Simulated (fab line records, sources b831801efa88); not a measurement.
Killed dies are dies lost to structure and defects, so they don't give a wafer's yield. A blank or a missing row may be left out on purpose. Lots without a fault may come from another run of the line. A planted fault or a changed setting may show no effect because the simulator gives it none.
Which tool did it? | flow sky130 | 12 lots, 36 wafers sampled, at 4 steps of a route of 708

WHAT THE GAUGES READ, wafer by wafer
SKY_SONOS_ONO_THK_MEAS_03. Usual: SONOS_ONO_CVD_02_THK 10.55 nm, standard deviation 0.13.
lot  | measured     | on            | SONOS_ONO_CVD_02_THK (nm) | flag
L804 | day 11 03:30 | film_metro-02 | 10.57 10.52 10.50         |
L805 | day 11 12:34 | film_metro-03 | 10.50 10.49 10.61         |
L806 | day 12 01:35 | film_metro-01 | 10.56 10.61 10.78         |
L807 | day 12 08:05 | film_metro-03 | 10.38 10.40 10.52         |
L808 | day 12 18:04 | film_metro-01 | 10.43 10.45 10.53         |
L810 | day 13 07:12 | film_metro-03 | 10.70 10.65 10.64         |
L813 | day 14 20:52 | film_metro-03 | 10.37 10.40 10.35         |
L814 | day 15 04:50 | film_metro-03 | 10.59 10.57 10.61         |
L815 | day 15 04:51 | film_metro-02 | 10.65 10.70 10.57         |
L819 | day 16 07:44 | film_metro-03 | 14.89 14.79 15.01         | OFF
L820 | day 16 13:14 | film_metro-02 | 14.85 14.74 14.79         | OFF
L827 | day 19 00:40 | film_metro-01 | 10.59 10.68 10.70         |

SKY_LDD_P_TW_MEAS_11. Usual: LDD_P_TW 635, standard deviation 5.4.
lot  | measured     | on            | LDD_P_TW    | flag
L804 | day 18 09:44 | film_metro-04 | 643 646 642 |
L805 | day 18 16:22 | film_metro-04 | 641 641 644 |
L806 | day 19 09:47 | film_metro-01 | 631 630 629 |
L807 | day 19 23:34 | film_metro-03 | 631 632 633 |
L808 | day 20 10:46 | film_metro-01 | 633 631 631 |
L810 | day 21 01:17 | film_metro-04 | 641 641 641 |
L813 | day 22 20:11 | film_metro-01 | 630 633 631 |
L814 | day 23 07:04 | film_metro-01 | 628 626 626 |
L815 | day 23 06:16 | film_metro-01 | 627 629 626 |
L819 | day 24 09:41 | film_metro-03 | 633 633 632 |
L820 | day 24 14:31 | film_metro-01 | 631 627 624 |
L827 | day 26 23:02 | film_metro-01 | 633 636 633 |

SKY_POLY_CUT_CD_MEAS_08: target cd 270 nm. Usual: cd_nm 269.9 nm, standard deviation 1.6.
lot  | measured     | on        | cd_nm (nm)        | flag
L804 | day 23 15:45 | cd_sem-01 | 269.6 270.8 270.8 |
L805 | day 23 22:43 | cd_sem-02 | 269.2 270.6 270.5 |
L806 | day 24 14:57 | cd_sem-02 | 271.5 271.2 270.4 |
L807 | day 25 02:58 | cd_sem-01 | 270.7 271.8 271.1 |
L808 | day 26 09:34 | cd_sem-02 | 267.9 266.2 266.6 |
L810 | day 26 09:53 | cd_sem-02 | 270.2 271.8 270.1 |
L813 | day 27 20:46 | cd_sem-01 | 270.7 271.7 270.1 |
L814 | day 28 04:58 | cd_sem-01 | 272.5 269.0 272.2 |
L815 | day 28 04:56 | cd_sem-02 | 268.6 268.9 267.5 |
L819 | day 29 04:38 | cd_sem-01 | 273.6 272.0 272.1 |
L820 | day 29 08:49 | cd_sem-02 | 268.3 270.1 268.9 |
L827 | day 31 16:23 | cd_sem-02 | 269.5 268.7 271.0 |

WHICH TOOL RAN EACH LOT (tool, then ch and the chambers of the sampled wafers, then the start)
lot  | SKY_SONOS_ONO_CVD_02
L804 | lpcvd-02 ch 1, day 11 02:26
L805 | lpcvd-02 ch 1, day 11 11:31
L806 | lpcvd-02 ch 0, day 12 00:31
L807 | lpcvd-02 ch 1, day 12 06:31
L808 | lpcvd-02 ch 0, day 12 16:27
L810 | lpcvd-02 ch 1, day 13 06:08
L813 | lpcvd-02 ch 0, day 14 19:49
L814 | lpcvd-02 ch 0, day 15 03:47
L815 | lpcvd-02 ch 1, day 15 03:47
L819 | lpcvd-02 ch 0, day 16 06:40
L820 | lpcvd-02 ch 0, day 16 12:11
L827 | lpcvd-02 ch 0, day 18 23:05
- SKY_SONOS_ONO_CVD_02: deposits Si3N4 from DCS/NH3, target thk 10.5 nm, time 180 s.

WHAT THE TOOLS THEMSELVES READ (means of the sampled wafers that have a number; where no wafer has one, the mark that the record gives instead)
SKY_SONOS_ONO_CVD_02. Usual: spike_tc_bottom_C 785.8 C, standard deviation 2; spike_tc_centre_C 771.2 C, standard deviation 1.5; spike_tc_lower_C 769.3 C, standard deviation 1.1; spike_tc_top_C 778.4 C, standard deviation 1.6; spike_tc_upper_C 769.9 C, standard deviation 1.3; susceptor_temp_C 770.1 C, standard deviation 0.36; zone_power_centre_pct 12.4 %, standard deviation 1.6; zone_power_upper_pct 12.1 %, standard deviation 1.4.
lot  | tool     | spike_tc_bottom_C (C) | spike_tc_centre_C (C) | spike_tc_lower_C (C) | spike_tc_top_C (C) | spike_tc_upper_C (C) | susceptor_temp_C (C) | zone_power_centre_pct (%) | zone_power_upper_pct (%) | flag
L804 | lpcvd-02 | 783.5                 | 769.3                 | 769.6                | 779.3              | 769.9                | 770.1                | 10.8                      | 10.7                     |
L805 | lpcvd-02 | 783.8                 | 770.2                 | 769.0                | 779.4              | 769.3                | 769.9                | 10.9                      | 10.7                     |
L806 | lpcvd-02 | 787.2                 | 771.1                 | 769.7                | 776.4              | 769.5                | 770.3                | 14.0                      | 13.4                     |
L807 | lpcvd-02 | 784.1                 | 770.5                 | 769.1                | 779.4              | 770.9                | 770.0                | 11.0                      | 10.6                     |
L808 | lpcvd-02 | 787.5                 | 772.9                 | 769.1                | 777.9              | 769.4                | 770.2                | 14.1                      | 13.5                     |
L810 | lpcvd-02 | 784.8                 | 770.4                 | 769.6                | 778.7              | 770.7                | 769.6                | 10.9                      | 10.6                     |
L813 | lpcvd-02 | 786.5                 | 771.3                 | 769.2                | 777.5              | 768.4                | 770.2                | 14.0                      | 13.4                     |
L814 | lpcvd-02 | 788.5                 | 771.6                 | 770.6                | 776.1              | 768.8                | 770.4                | 14.0                      | 13.6                     |
L815 | lpcvd-02 | 783.7                 | 770.4                 | 769.3                | 779.3              | 770.9                | 770.1                | 10.9                      | 10.7                     |
L819 | lpcvd-02 | 804.9                 | 790.2                 | 787.2                | 795.7              | 787.0                | 788.0                | 14.4                      | 14.1                     | OFF
L820 | lpcvd-02 | 805.3                 | 789.6                 | 788.5                | 794.1              | 786.7                | 788.3                | 14.6                      | 14.0                     | OFF
L827 | lpcvd-02 | 787.1                 | 771.1                 | 770.0                | 776.9              | 769.1                | 770.4                | 14.0                      | 13.5                     |

THE ANSWER, worked out from the rows above alone
Rule: a lot is off if the mean of its wafers that have a number lies more than 3 standard deviations from the usual mean. A lot without any number at a reading at which 4 lots or more have one is off too. The other lots that the step has rows for count as sound. The gauges are gone through in route order, then the tools' own readings, and for those a lot's mean is taken as printed above. The first step at which some lot is off is used, and at that step the reading that is off furthest; a lot without a number counts as furthest.
Off: L819, L820, at SKY_SONOS_ONO_THK_MEAS_03 (SONOS_ONO_CVD_02_THK).
A tool fits if, at a process step before that reading, it ran every lot that is off, and no sound lot after the first of them. The gauges at SKY_SONOS_ONO_THK_MEAS_03 aren't tried: what is off there is off at SKY_SONOS_ONO_CVD_02 too, on other tools, and a gauge's error can't cause that. None of those tried fits.

WHAT THE SIMULATOR HAD PUT IN
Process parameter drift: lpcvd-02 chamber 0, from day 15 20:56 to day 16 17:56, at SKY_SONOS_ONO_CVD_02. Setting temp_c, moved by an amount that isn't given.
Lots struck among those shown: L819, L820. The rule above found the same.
